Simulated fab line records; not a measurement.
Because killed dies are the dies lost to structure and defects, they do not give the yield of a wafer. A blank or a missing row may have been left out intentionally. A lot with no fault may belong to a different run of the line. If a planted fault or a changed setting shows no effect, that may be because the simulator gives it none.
Lot-split experiment + flow sky130 + 23 wafers read from 5 lots, route of 708 steps

== SPLIT DETAILS ==
At SKY_LDD_N_IMPLANT_09, the setting energy kev was moved away from the recipe's 20 on 6 of the 23 wafers read, by -3.6% to +2.0%. The other wafers ran this setting at the recipe's value.

The split's own step is where the reading is taken.

== THE READING ==
In nm, at SKY_LDD_N_IMPLANT_09: implant.drp nm, which is the simulator's own figure and was read by no gauge. The file does not state a usual value for it.

| wafer  | tool, chamber at the split | energy kev as run | against the recipe | implant.drp nm, nm | against lot-mates on the recipe |
|--------|----------------------------|-------------------|--------------------|--------------------|---------------------------------|
| L074.2 | implanter-04, 0            | 20                | recipe             | 7.212              | -                               |
| L074.3 | implanter-04, 0            | 20                | recipe             | 7.212              | -                               |
| L074.4 | implanter-04, 0            | 20                | recipe             | 7.212              | -                               |
| L075.1 | implanter-01, 0            | 20                | recipe             | 7.212              | -                               |
| L075.2 | implanter-01, 0            | 20                | recipe             | 7.212              | -                               |
| L075.3 | implanter-01, 0            | 20                | recipe             | 7.212              | -                               |
| L075.5 | implanter-01, 0            | 20                | recipe             | 7.212              | -                               |
| L075.6 | implanter-01, 0            | 20                | recipe             | 7.212              | -                               |
| L080.1 | implanter-04, 0            | 20.39             | +2.0%              | 7.309              | +0.097                          |
| L080.2 | implanter-04, 0            | 20.39             | +2.0%              | 7.309              | +0.097                          |
| L080.5 | implanter-04, 0            | 20.39             | +2.0%              | 7.309              | +0.097                          |
| L080.3 | implanter-04, 0            | 20                | recipe             | 7.212              | -                               |
| L080.4 | implanter-04, 0            | 20                | recipe             | 7.212              | -                               |
| L083.1 | implanter-01, 0            | 19.29             | -3.6%              | 7.034              | -0.178                          |
| L083.3 | implanter-01, 0            | 19.29             | -3.6%              | 7.034              | -0.178                          |
| L083.5 | implanter-01, 0            | 19.29             | -3.6%              | 7.034              | -0.178                          |
| L083.2 | implanter-01, 0            | 20                | recipe             | 7.212              | -                               |
| L083.6 | implanter-01, 0            | 20                | recipe             | 7.212              | -                               |
| L085.1 | implanter-02, 0            | 20                | recipe             | 7.212              | -                               |
| L085.2 | implanter-02, 0            | 20                | recipe             | 7.212              | -                               |
| L085.3 | implanter-02, 0            | 20                | recipe             | 7.212              | -                               |
| L085.4 | implanter-02, 0            | 20                | recipe             | 7.212              | -                               |
| L085.6 | implanter-02, 0            | 20                | recipe             | 7.212              | -                               |

FIT RESULTS
A straight line over all 23 wafers: implant.drp nm changes by +0.05 nm for each +1% of energy kev; r = +1.00; the points scatter about the line by 0.00022 nm.
The same after taking each lot's own level away (the mean of its wafers on the recipe; 23 wafers): +0.05 nm for each +1%; r = +1.00; scatter 0.00022 nm.
The reading moves by 0.18 nm for the largest change in energy kev, on that fit.
The lots' own levels span 7.2120 to 7.2120 nm.
Hence the lot-to-lot level has little effect on the slope; both slopes agree.
Check: for one of the wafers moved furthest among these (-3.6%), held out of the fit, the line's prediction against its lot-mates is -0.178 nm. It came out at -0.178 nm against them.

== OTHER SPLITS ON THESE WAFERS ==
Other splits were also applied to these wafers ahead of the reading. Each is held against what the fit with the lots' levels taken away leaves over:
| other split on the same wafers        | wafers away from the commonest value | r with implant.drp nm (lot level and that fit taken away) |
|---------------------------------------|--------------------------------------|-----------------------------------------------------------|
| SKY_SONOS_ONO_CVD_04 time s           | 18                                   | -0.09                                                     |
| SKY_SONOS_ONO_SOFTBAKE_09 temp c      | 10                                   | -0.03                                                     |
| SKY_GATE_OXIDE_OXIDATION_01 temp c    | 15                                   | -0.21                                                     |
| SKY_GATE_OXIDE_COAT_05 resist thk nm  | 8                                    | -0.30                                                     |
| SKY_GATE_OXIDE_OXIDATION_16 ox time s | 15                                   | -0.61                                                     |
| SKY_POLY_GATE_IMPLANT_02 dose cm2     | 8                                    | -0.49                                                     |
| SKY_POLY_GATE_DEVELOP_12 dev temp c   | 7                                    | -0.10                                                     |

== THE WHOLE CHAIN: every reading that the file lists as answering this split, in the file's order ==
| step                 | what it does | reading                                                         | change (the file's fit)                | r (the file's) |
|----------------------|--------------|-----------------------------------------------------------------|----------------------------------------|----------------|
| SKY_LDD_N_IMPLANT_09 |              | implant.rp nm (the simulator's own value, which no gauge read)  | +0.114 nm for each +1% of the setting  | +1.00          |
| SKY_LDD_N_IMPLANT_09 |              | implant.drp nm (the simulator's own value, which no gauge read) | +0.0501 nm for each +1% of the setting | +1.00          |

== FILE'S OWN FIT ==
implant.drp nm changes by +0.0501 nm for each +1% of energy kev, r = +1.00.
